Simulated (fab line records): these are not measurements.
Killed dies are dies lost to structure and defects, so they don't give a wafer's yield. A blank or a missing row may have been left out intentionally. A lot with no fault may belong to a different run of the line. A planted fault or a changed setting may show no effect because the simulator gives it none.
fab line records	flow sky130
record lots=24	wafers=72	lastDay=50
route steps=708 shown METAL3@532 VIA3@576 METAL4@600
lots that met no fault: taken from a fault-free run of the same line
startH: the number of hours between the record's first day and the start of the first shown wafer of the lot	waitH: hours elapsed since this lot's preceding step	" as in the row above	L1.1+2: one row covering several wafers at once	- no value, or no start given	* or withheld: withheld	< > ~ a bound
route shown NAME@n: a module of which the file shows steps, and the number in the route of the first	usual: mean/standard deviation of fault-free wafers	same: alike in all rows	chamber/n: place in a boat	sites: each site's reading	_std_site: their standard deviation	_edge_site: outer sites' mean less inner sites'	radiusMm: how far each site lies from the wafer's centre	mask NAME#n: copy n	behind: the last tool/chamber to shape the wafer	hold: cause of the lot's hold/its duration in hours/its outcome	device: names the non-switching transistor (n, p or np)	end of line: the tests these same wafers got at the end of their route	step lacking rows: just its recipe	killed: dies that structure and defects cost at the first sort, which is not the same as the wafer's yield	map: a wafer's dies, marking killed ones x, the rest . and places with no die _
set.NAME: the setting the step ran with; set.NAME@STEP: the setting that earlier step ran with	model.NAME: the simulator's own value behind a step, which no gauge read
steps of the route over a sample of lots; a table a step, a row a wafer
services: a tool's chamber out of use, with start hour (startH, from the record's first day; less than 0 if before it), hours out, and reason
## steps
# step SKY_METAL3_SPUTTER_00
# recipe material=Ti	targetThkNm=15	powerW=3000	timeS=10	chamberPressurePa=0.4
# usual cathodeDcPowerW=3000.0/0.52	throttleValvePct=29.6/1
lot.wafer	tool	chamber	startH	waitH	cathodeDcPowerW	throttleValvePct
L074.2	pvdSputter-02	-	860.79	0.1	3000.4	28.8
L074.3	"	-	"	"	3000.7	29.4
L074.4	"	-	"	"	3000.3	30.0
L075.2	pvdSputter-04	-	861.00	0.2	3000.0	29.3
L075.3	"	-	"	"	3000.8	32.1
L075.4	"	-	"	"	2999.2	29.3
L076.1	pvdSputter-03	-	873.16	0.1	2999.2	29.5
L076.4	"	-	"	"	2999.5	28.6
L076.5	"	-	"	"	3000.2	29.7
L077.1	pvdSputter-03	-	888.96	0.1	2999.2	30.9
L077.4	"	-	"	"	2999.6	29.0
L077.6	"	-	"	"	2999.5	29.8
L079.1	pvdSputter-03	-	897.99	0.1	3000.2	29.0
L079.2	"	-	"	"	3000.1	29.6
L079.6	"	-	"	"	2999.8	29.9
L078.1	pvdSputter-03	-	898.64	0.1	3000.3	29.7
L078.3	"	-	"	"	2999.9	29.0
L078.6	"	-	"	"	2999.6	28.7
L080.3	pvdSputter-02	-	899.15	0.2	2999.9	27.8
L080.5	"	-	"	"	2999.4	30.1
L080.6	"	-	"	"	2999.8	29.0
L081.2	pvdSputter-02	-	925.39	0.1	3000.3	29.9
L081.5	"	-	"	"	2999.6	28.0
L081.6	"	-	"	"	2999.4	30.2
L083.1	pvdSputter-03	-	931.24	0.1	2999.9	29.4
L083.2	"	-	"	"	3000.4	28.8
L083.5	"	-	"	"	3000.3	29.1
L082.1	pvdSputter-03	-	935.39	0.1	3000.1	29.2
L082.2	"	-	"	"	3000.1	28.8
L082.3	"	-	"	"	3001.1	30.9
L084.1	pvdSputter-03	-	939.54	0.2	2999.7	28.8
L084.2	"	-	"	"	2999.8	29.3
L084.3	"	-	"	"	3000.1	30.7
L085.1	pvdSputter-04	-	949.90	0.1	2999.6	29.5
L085.3	"	-	"	"	3000.1	32.3
L085.4	"	-	"	"	2999.5	29.7
L086.1	pvdSputter-03	-	955.60	0.1	2998.8	30.8
L086.3	"	-	"	"	3000.5	28.4
L086.6	"	-	"	"	2999.7	28.5
L088.1	pvdSputter-04	-	972.15	0.1	2999.5	29.6
L088.3	"	-	"	"	3000.1	29.7
L088.6	"	-	"	"	2999.5	29.3
L087.2	pvdSputter-04	-	973.15	0.1	3000.4	32.1
L087.4	"	-	"	"	3001.5	29.3
L087.6	"	-	"	"	2999.8	29.8
L090.4	pvdSputter-02	-	974.87	0.2	3000.2	29.1
L090.5	"	-	"	"	3000.3	29.8
L090.6	"	-	"	"	3000.3	28.2
L089.1	pvdSputter-02	-	976.29	0.2	3000.8	28.8
L089.3	"	-	"	"	2999.4	27.7
L089.6	"	-	"	"	3000.0	30.0
L091.3	pvdSputter-02	-	980.39	0.1	2999.7	28.9
L091.4	"	-	"	"	2999.5	28.0
L091.5	"	-	"	"	3001.3	30.1
L092.1	pvdSputter-04	-	984.07	0.2	3000.1	29.4
L092.4	"	-	"	"	2999.1	29.3
L092.5	"	-	"	"	2999.9	29.8
L093.3	pvdSputter-04	-	996.69	0.2	3001.5	29.5
L093.4	"	-	"	"	3000.3	32.6
L093.5	"	-	"	"	2999.8	29.4
L094.3	pvdSputter-03	-	997.84	0.2	2999.7	29.1
L094.4	"	-	"	"	2999.0	30.8
L094.6	"	-	"	"	3000.7	29.1
L095.1	pvdSputter-03	-	1003.04	0.1	2999.9	28.5
L095.5	"	-	"	"	2999.9	30.9
L095.6	"	-	"	"	3000.5	28.9
L096.2	pvdSputter-02	-	1012.24	0.1	2999.7	30.0
L096.3	"	-	"	"	2999.4	27.8
L096.5	"	-	"	"	3000.5	30.0
L097.1	pvdSputter-02	-	1015.19	0.1	3000.2	29.9
L097.5	"	-	"	"	3000.4	30.0
L097.6	"	-	"	"	3000.1	29.2
# step SKY_METAL3_SPUTTER_04
# recipe material=TiN	targetThkNm=70	powerW=6500	timeS=58.3	chamberPressurePa=0.4
# usual cathodeDcPowerW=6500.1/1	throttleValvePct=29.5/1
lot.wafer	tool	chamber	startH	waitH	cathodeDcPowerW	throttleValvePct
L074.2	pvdSputter-02	-	860.90	0.0	6498.2	29.0
L074.3	"	-	"	"	6501.1	29.3
L074.4	"	-	"	"	6500.3	30.1
L075.2	pvdSputter-04	-	861.10	0.0	6499.8	29.5
L075.3	"	-	"	"	6500.0	32.4
L075.4	"	-	"	"	6501.2	29.2
L076.1	pvdSputter-03	-	873.26	0.0	6500.4	29.0
L076.4	"	-	"	"	6501.0	28.7
L076.5	"	-	"	"	6499.5	29.7
L077.1	pvdSputter-03	-	889.07	0.0	6501.9	31.2
L077.4	"	-	"	"	6501.7	28.5
L077.6	"	-	"	"	6501.3	29.7
L079.1	pvdSputter-03	-	898.10	0.0	6501.2	28.9
L079.2	"	-	"	"	6500.4	29.4
L079.6	"	-	"	"	6499.7	29.5
L078.1	pvdSputter-03	-	898.75	0.0	6500.4	29.7
L078.3	"	-	"	"	6499.6	29.0
L078.6	"	-	"	"	6500.1	28.7
L080.3	pvdSputter-02	-	899.26	0.0	6500.6	27.8
L080.5	"	-	"	"	6501.1	30.2
L080.6	"	-	"	"	6500.3	29.0
L081.2	pvdSputter-02	-	925.50	0.0	6498.4	29.9
L081.5	"	-	"	"	6499.6	27.7
L081.6	"	-	"	"	6500.9	29.8
L083.1	pvdSputter-03	-	931.35	0.0	6500.7	29.0
L083.2	"	-	"	"	6500.6	28.8
L083.5	"	-	"	"	6498.8	28.7
L082.1	pvdSputter-03	-	935.50	0.0	6500.4	29.1
L082.2	"	-	"	"	6500.8	28.8
L082.3	"	-	"	"	6503.6	31.0
L084.1	pvdSputter-03	-	939.65	0.0	6500.5	28.8
L084.2	"	-	"	"	6501.0	29.2
L084.3	"	-	"	"	6500.9	30.8
L085.1	pvdSputter-04	-	950.00	0.0	6499.0	29.8
L085.3	"	-	"	"	6500.3	32.2
L085.4	"	-	"	"	6499.9	29.6
L086.1	pvdSputter-03	-	955.71	0.0	6499.4	31.0
L086.3	"	-	"	"	6500.4	28.5
L086.6	"	-	"	"	6499.3	29.1
L088.1	pvdSputter-04	-	972.25	0.0	6500.8	29.6
L088.3	"	-	"	"	6498.7	29.7
L088.6	"	-	"	"	6499.9	29.4
L087.2	pvdSputter-04	-	973.25	0.0	6498.9	32.3
L087.4	"	-	"	"	6499.2	29.2
L087.6	"	-	"	"	6498.1	29.6
L090.4	pvdSputter-02	-	974.98	0.0	6500.1	28.7
L090.5	"	-	"	"	6498.8	30.0
L090.6	"	-	"	"	6502.0	27.7
L089.1	pvdSputter-02	-	976.40	0.0	6501.0	28.8
L089.3	"	-	"	"	6500.0	27.8
L089.6	"	-	"	"	6500.3	30.2
L091.3	pvdSputter-02	-	980.50	0.0	6500.4	29.0
L091.4	"	-	"	"	6501.0	27.7
L091.5	"	-	"	"	6499.0	30.0
L092.1	pvdSputter-04	-	984.18	0.0	6500.2	29.2
L092.4	"	-	"	"	6501.2	29.2
L092.5	"	-	"	"	6501.2	29.8
L093.3	pvdSputter-04	-	996.80	0.0	6500.4	29.4
L093.4	"	-	"	"	6499.8	32.3
L093.5	"	-	"	"	6500.4	29.6
L094.3	pvdSputter-03	-	997.95	0.0	6501.3	29.1
L094.4	"	-	"	"	6498.5	30.5
L094.6	"	-	"	"	6499.1	28.9
L095.1	pvdSputter-03	-	1003.15	0.0	6502.0	28.9
L095.5	"	-	"	"	6500.8	30.7
L095.6	"	-	"	"	6499.9	29.1
L096.2	pvdSputter-02	-	1012.35	0.0	6500.2	29.9
L096.3	"	-	"	"	6498.0	27.8
L096.5	"	-	"	"	6499.1	29.8
L097.1	pvdSputter-02	-	1015.30	0.0	6498.5	29.9
L097.5	"	-	"	"	6499.6	30.0
L097.6	"	-	"	"	6499.9	29.1
# step SKY_VIA3_BOW_MEAS_03
# recipe mode=bow
# usual VIA3_BOW=78/7.1
lot.wafer	tool	chamber	startH	waitH	VIA3_BOW[um]
L074.2	filmMetro-02	-	914.62	0.2	76
L074.3	"	-	"	"	82
L074.4	"	-	"	"	64
L075.2	filmMetro-04	-	915.22	0.2	84
L075.3	"	-	"	"	74
L075.4	"	-	"	"	74
L076.1	filmMetro-03	-	925.42	0.2	71
L076.4	"	-	"	"	82
L076.5	"	-	"	"	82
L077.1	filmMetro-04	-	941.86	0.1	73
L077.4	"	-	"	"	70
L077.6	"	-	"	"	84
L079.1	filmMetro-02	-	950.40	0.1	70
L079.2	"	-	"	"	80
L079.6	"	-	"	"	73
L078.1	filmMetro-04	-	950.70	0.2	91
L078.3	"	-	"	"	81
L078.6	"	-	"	"	84
L080.3	filmMetro-02	-	951.53	0.3	67
L080.5	"	-	"	"	61
L080.6	"	-	"	"	69
L081.2	filmMetro-03	-	977.01	0.2	81
L081.5	"	-	"	"	69
L081.6	"	-	"	"	70
L083.1	filmMetro-02	-	982.92	0.2	77
L083.2	"	-	"	"	82
L083.5	"	-	"	"	81
L082.1	filmMetro-04	-	986.39	0.2	67
L082.2	"	-	"	"	86
L082.3	"	-	"	"	67
L084.1	filmMetro-02	-	989.16	0.2	86
L084.2	"	-	"	"	75
L084.3	"	-	"	"	74
L085.1	filmMetro-02	-	999.60	0.1	77
L085.3	"	-	"	"	73
L085.4	"	-	"	"	83
L086.1	filmMetro-04	-	1006.03	0.2	72
L086.3	"	-	"	"	70
L086.6	"	-	"	"	71
L088.1	filmMetro-04	-	1021.59	0.2	85
L088.3	"	-	"	"	87
L088.6	"	-	"	"	75
L087.2	filmMetro-03	-	1023.28	0.2	82
L087.4	"	-	"	"	89
L087.6	"	-	"	"	81
L090.4	filmMetro-04	-	1024.17	0.2	86
L090.5	"	-	"	"	85
L090.6	"	-	"	"	78
L089.1	filmMetro-03	-	1024.93	0.1	104
L089.3	"	-	"	"	79
L089.6	"	-	"	"	84
L091.3	filmMetro-04	-	1029.77	0.1	85
L091.4	"	-	"	"	75
L091.5	"	-	"	"	82
L092.1	filmMetro-03	-	1033.23	0.2	85
L092.4	"	-	"	"	90
L092.5	"	-	"	"	86
L093.3	filmMetro-03	-	1044.03	0.2	82
L093.4	"	-	"	"	79
L093.5	"	-	"	"	72
L094.3	filmMetro-03	-	1046.70	0.2	68
L094.4	"	-	"	"	87
L094.6	"	-	"	"	79
L095.1	filmMetro-04	-	1051.75	0.2	79
L095.5	"	-	"	"	88
L095.6	"	-	"	"	89
L096.2	filmMetro-04	-	1059.03	0.3	80
L096.3	"	-	"	"	80
L096.5	"	-	"	"	77
L097.1	filmMetro-02	-	1061.86	0.1	75
L097.5	"	-	"	"	87
L097.6	"	-	"	"	74
# step SKY_VIA3_OVL_MEAS_13
# usual VIA3_OVL=-1/5
lot.wafer	tool	chamber	startH	waitH	VIA3_OVL[nm]
L074.2	overlay-02	-	939.50	0.1	-5
L074.3	"	-	"	"	7
L074.4	"	-	"	"	1
L075.2	overlay-01	-	940.99	0.1	9
L075.3	"	-	"	"	2
L075.4	"	-	"	"	-2
L076.1	overlay-02	-	950.64	0.1	1
L076.4	"	-	"	"	3
L076.5	"	-	"	"	1
L077.1	overlay-02	-	965.64	0.1	6
L077.4	"	-	"	"	2
L077.6	"	-	"	"	10
L079.1	overlay-01	-	975.01	0.1	-9
L079.2	"	-	"	"	-2
L079.6	"	-	"	"	-2
L078.1	overlay-02	-	975.24	0.1	-1
L078.3	"	-	"	"	-4
L078.6	"	-	"	"	-6
L080.3	overlay-02	-	975.87	0.1	-3
L080.5	"	-	"	"	2
L080.6	"	-	"	"	-6
L081.2	overlay-02	-	1000.76	0.1	-1
L081.5	"	-	"	"	-1
L081.6	"	-	"	"	0
L083.1	overlay-02	-	1006.81	0.1	-1
L083.2	"	-	"	"	2
L083.5	"	-	"	"	-4
L082.1	overlay-01	-	1009.51	0.1	-6
L082.2	"	-	"	"	-11
L082.3	"	-	"	"	-8
L084.1	overlay-01	-	1013.44	0.1	1
L084.2	"	-	"	"	4
L084.3	"	-	"	"	0
L085.1	overlay-01	-	1022.91	0.1	-9
L085.3	"	-	"	"	-11
L085.4	"	-	"	"	-6
L086.1	overlay-02	-	1028.61	0.1	-7
L086.3	"	-	"	"	1
L086.6	"	-	"	"	-11
L088.1	overlay-01	-	1044.76	0.1	-12
L088.3	"	-	"	"	1
L088.6	"	-	"	"	0
L087.2	overlay-02	-	1046.02	0.1	-6
L087.4	"	-	"	"	-5
L087.6	"	-	"	"	-11
L090.4	overlay-01	-	1047.06	0.1	-2
L090.5	"	-	"	"	0
L090.6	"	-	"	"	-3
L089.1	overlay-02	-	1047.96	0.1	-8
L089.3	"	-	"	"	3
L089.6	"	-	"	"	0
L091.3	overlay-02	-	1052.30	0.1	0
L091.4	"	-	"	"	0
L091.5	"	-	"	"	0
L092.1	overlay-02	-	1055.76	0.1	2
L092.4	"	-	"	"	2
L092.5	"	-	"	"	1
L093.3	overlay-01	-	1065.87	0.1	-3
L093.4	"	-	"	"	5
L093.5	"	-	"	"	-1
L094.3	overlay-01	-	1068.42	0.1	-3
L094.4	"	-	"	"	-4
L094.6	"	-	"	"	-1
L095.1	overlay-02	-	1073.19	0.1	0
L095.5	"	-	"	"	-6
L095.6	"	-	"	"	0
L096.2	overlay-02	-	1080.04	0.1	3
L096.3	"	-	"	"	0
L096.5	"	-	"	"	3
L097.1	overlay-02	-	1083.36	0.1	-9
L097.5	"	-	"	"	-9
L097.6	"	-	"	"	-2
# step SKY_VIA3_SPUTTER_20
# recipe material=TiN	targetThkNm=20	chamberPressurePa=5	powerW=4000	timeS=80
# usual cathodeDcPowerW=4000.0/0.77	throttleValvePct=29.8/1.1
lot.wafer	tool	chamber	startH	waitH	cathodeDcPowerW	throttleValvePct
L074.2	pvdSputter-04	-	940.27	0.0	4000.0	29.6
L074.3	"	-	"	"	4001.2	29.6
L074.4	"	-	"	"	4000.2	32.1
L075.2	pvdSputter-01	-	942.07	0.0	3999.8	29.1
L075.3	"	-	"	"	3999.9	28.5
L075.4	"	-	"	"	3999.5	29.4
L076.1	pvdSputter-03	-	951.44	0.0	4000.6	30.9
L076.4	"	-	"	"	4000.5	29.0
L076.5	"	-	"	"	3999.3	28.7
L077.1	pvdSputter-01	-	966.41	0.0	4001.2	31.6
L077.4	"	-	"	"	4000.6	29.1
L077.6	"	-	"	"	4000.7	28.9
L079.1	pvdSputter-04	-	975.75	0.0	4000.6	32.5
L079.2	"	-	"	"	4000.1	29.8
L079.6	"	-	"	"	3999.6	29.4
L078.1	pvdSputter-03	-	975.98	0.0	4000.6	28.8
L078.3	"	-	"	"	4000.8	29.1
L078.6	"	-	"	"	4000.4	29.4
L080.3	pvdSputter-03	-	976.59	0.0	3999.9	29.8
L080.5	"	-	"	"	3999.6	29.0
L080.6	"	-	"	"	3999.9	29.4
L081.2	pvdSputter-03	-	1001.49	0.0	4001.2	29.6
L081.5	"	-	"	"	3998.8	28.7
L081.6	"	-	"	"	3999.9	30.8
L083.1	pvdSputter-04	-	1007.54	0.0	3999.1	32.2
L083.2	"	-	"	"	3999.8	29.5
L083.5	"	-	"	"	4000.0	32.3
L082.1	pvdSputter-04	-	1010.24	0.0	4000.3	29.3
L082.2	"	-	"	"	4000.1	29.2
L082.3	"	-	"	"	4000.0	32.6
L084.1	pvdSputter-03	-	1014.17	0.0	3998.4	28.8
L084.2	"	-	"	"	3999.2	29.0
L084.3	"	-	"	"	4001.6	29.4
L085.1	pvdSputter-04	-	1023.66	0.0	3999.4	29.6
L085.3	"	-	"	"	3999.7	29.5
L085.4	"	-	"	"	4000.5	29.4
L086.1	pvdSputter-04	-	1029.34	0.0	3999.7	29.3
L086.3	"	-	"	"	3998.7	32.1
L086.6	"	-	"	"	3999.2	29.3
L088.1	pvdSputter-04	-	1045.49	0.0	4001.3	29.5
L088.3	"	-	"	"	4000.9	29.5
L088.6	"	-	"	"	3998.9	29.4
L087.2	pvdSputter-01	-	1046.74	0.0	4000.6	29.1
L087.4	"	-	"	"	3999.9	28.4
L087.6	"	-	"	"	3999.5	31.4
L090.4	pvdSputter-04	-	1047.77	0.0	3999.1	29.7
L090.5	"	-	"	"	3999.3	29.5
L090.6	"	-	"	"	4000.4	32.2
L089.1	pvdSputter-01	-	1048.69	0.0	4000.2	31.2
L089.3	"	-	"	"	3998.5	29.7
L089.6	"	-	"	"	4000.3	29.6
L091.3	pvdSputter-04	-	1053.03	0.0	3999.8	29.1
L091.4	"	-	"	"	3999.0	32.3
L091.5	"	-	"	"	4000.2	32.4
L092.1	pvdSputter-04	-	1056.50	0.0	4000.6	29.5
L092.4	"	-	"	"	3998.7	29.3
L092.5	"	-	"	"	3998.8	29.5
L093.3	pvdSputter-01	-	1066.62	0.0	4000.2	29.5
L093.4	"	-	"	"	4000.8	29.3
L093.5	"	-	"	"	3999.6	31.3
L094.3	pvdSputter-01	-	1069.23	0.0	4000.4	28.8
L094.4	"	-	"	"	3999.8	31.4
L094.6	"	-	"	"	3999.4	28.3
L095.1	pvdSputter-01	-	1074.05	0.0	4000.1	28.3
L095.5	"	-	"	"	4000.0	29.0
L095.6	"	-	"	"	3999.9	29.5
L096.2	pvdSputter-03	-	1080.77	0.0	4000.3	29.3
L096.3	"	-	"	"	3998.7	29.3
L096.5	"	-	"	"	4000.3	29.3
L097.1	pvdSputter-04	-	1084.12	0.0	4000.4	29.6
L097.5	"	-	"	"	4000.3	29.6
L097.6	"	-	"	"	3999.5	29.3
# step SKY_METAL4_SPUTTER_02
# recipe material=AlCu	targetThkNm=735	powerW=10600	timeS=39.1	chamberPressurePa=0.4
# usual cathodeDcPowerW=10600/1.9	throttleValvePct=29.3/1
lot.wafer	tool	chamber	startH	waitH	cathodeDcPowerW	throttleValvePct
L074.2	pvdSputter-03	-	940.99	0.0	10598	28.7
L074.3	"	-	"	"	10602	29.5
L074.4	"	-	"	"	10603	29.1
L075.2	pvdSputter-03	-	942.78	0.0	10599	29.8
L075.3	"	-	"	"	10600	28.7
L075.4	"	-	"	"	10601	28.9
L076.1	pvdSputter-01	-	952.27	0.0	10600	28.5
L076.4	"	-	"	"	10600	29.1
L076.5	"	-	"	"	10600	31.6
L077.1	pvdSputter-03	-	967.12	0.0	10599	30.9
L077.4	"	-	"	"	10599	28.7
L077.6	"	-	"	"	10602	28.6
L079.1	pvdSputter-01	-	976.46	0.0	10602	28.8
L079.2	"	-	"	"	10597	31.2
L079.6	"	-	"	"	10598	28.3
L078.1	pvdSputter-01	-	976.76	0.0	10601	29.6
L078.3	"	-	"	"	10600	29.2
L078.6	"	-	"	"	10603	28.3
L080.3	pvdSputter-02	-	977.30	0.0	10601	29.8
L080.5	"	-	"	"	10600	28.0
L080.6	"	-	"	"	10598	30.0
L081.2	pvdSputter-03	-	1002.20	0.0	10602	28.8
L081.5	"	-	"	"	10600	29.1
L081.6	"	-	"	"	10596	29.8
L083.1	pvdSputter-03	-	1008.25	0.0	10599	29.1
L083.2	"	-	"	"	10600	30.8
L083.5	"	-	"	"	10598	28.8
L082.1	pvdSputter-02	-	1010.95	0.0	10597	29.0
L082.2	"	-	"	"	10599	29.8
L082.3	"	-	"	"	10600	28.5
L084.1	pvdSputter-01	-	1014.88	0.0	10601	31.5
L084.2	"	-	"	"	10598	29.2
L084.3	"	-	"	"	10600	29.4
L085.1	pvdSputter-01	-	1024.37	0.0	10596	29.2
L085.3	"	-	"	"	10600	28.3
L085.4	"	-	"	"	10603	29.6
L086.1	pvdSputter-03	-	1030.07	0.0	10601	29.5
L086.3	"	-	"	"	10598	28.7
L086.6	"	-	"	"	10601	28.6
L088.1	pvdSputter-02	-	1046.21	0.0	10597	28.8
L088.3	"	-	"	"	10599	29.9
L088.6	"	-	"	"	10600	29.9
L087.2	pvdSputter-01	-	1047.45	0.0	10599	28.1
L087.4	"	-	"	"	10604	29.8
L087.6	"	-	"	"	10601	29.7
L090.4	pvdSputter-01	-	1048.50	0.0	10601	28.1
L090.5	"	-	"	"	10597	31.2
L090.6	"	-	"	"	10601	29.5
L089.1	pvdSputter-02	-	1049.40	0.0	10600	28.6
L089.3	"	-	"	"	10600	27.9
L089.6	"	-	"	"	10597	29.1
L091.3	pvdSputter-02	-	1053.74	0.0	10601	28.8
L091.4	"	-	"	"	10598	27.9
L091.5	"	-	"	"	10598	30.2
L092.1	pvdSputter-02	-	1057.22	0.0	10600	28.8
L092.4	"	-	"	"	10599	28.6
L092.5	"	-	"	"	10599	28.2
L093.3	pvdSputter-02	-	1067.34	0.0	10603	29.1
L093.4	"	-	"	"	10598	28.9
L093.5	"	-	"	"	10595	30.0
L094.3	pvdSputter-01	-	1069.94	0.0	10602	29.6
L094.4	"	-	"	"	10601	30.9
L094.6	"	-	"	"	10598	28.3
L095.1	pvdSputter-01	-	1074.76	0.0	10601	29.3
L095.5	"	-	"	"	10597	29.4
L095.6	"	-	"	"	10600	29.0
L096.2	pvdSputter-03	-	1081.49	0.0	10599	29.6
L096.3	"	-	"	"	10603	29.2
L096.5	"	-	"	"	10596	28.8
L097.1	pvdSputter-02	-	1084.97	0.0	10598	30.2
L097.5	"	-	"	"	10598	27.9
L097.6	"	-	"	"	10601	29.9
## services
tool	chamber	startH	hours	kind
pvdSputter-01	-	838.64	1.0	repair
pvdSputter-02	-	849.72	0.6	repair
pvdSputter-02	-	857.54	1.0	repair
pvdSputter-04	0	934.94	-	consumableReplace:kit
pvdSputter-04	0	934.94	18.0	scheduledDown
pvdSputter-04	0	934.94	18.0	ventCycle
pvdSputter-04	-	956.48	3.4	repair
pvdSputter-03	1	967.23	-	consumableReplace:kit
pvdSputter-03	1	967.23	18.0	scheduledDown
pvdSputter-03	1	967.23	18.0	ventCycle
pvdSputter-02	-	968.61	0.7	repair
pvdSputter-02	-	982.93	3.2	repair
pvdSputter-02	-	984.59	14.8	repair
pvdSputter-02	-	998.39	8.0	repair
pvdSputter-01	-	1000.82	4.7	repair
pvdSputter-03	-	1039.81	9.0	repair
pvdSputter-01	1	1047.56	-	consumableReplace:kit
pvdSputter-01	1	1047.56	18.0	scheduledDown
pvdSputter-01	1	1047.56	18.0	ventCycle
pvdSputter-02	3	1049.51	-	consumableReplace:kit
pvdSputter-02	3	1049.51	18.0	scheduledDown
pvdSputter-02	3	1049.51	18.0	ventCycle
pvdSputter-03	-	1065.12	14.2	repair
## key
fault none
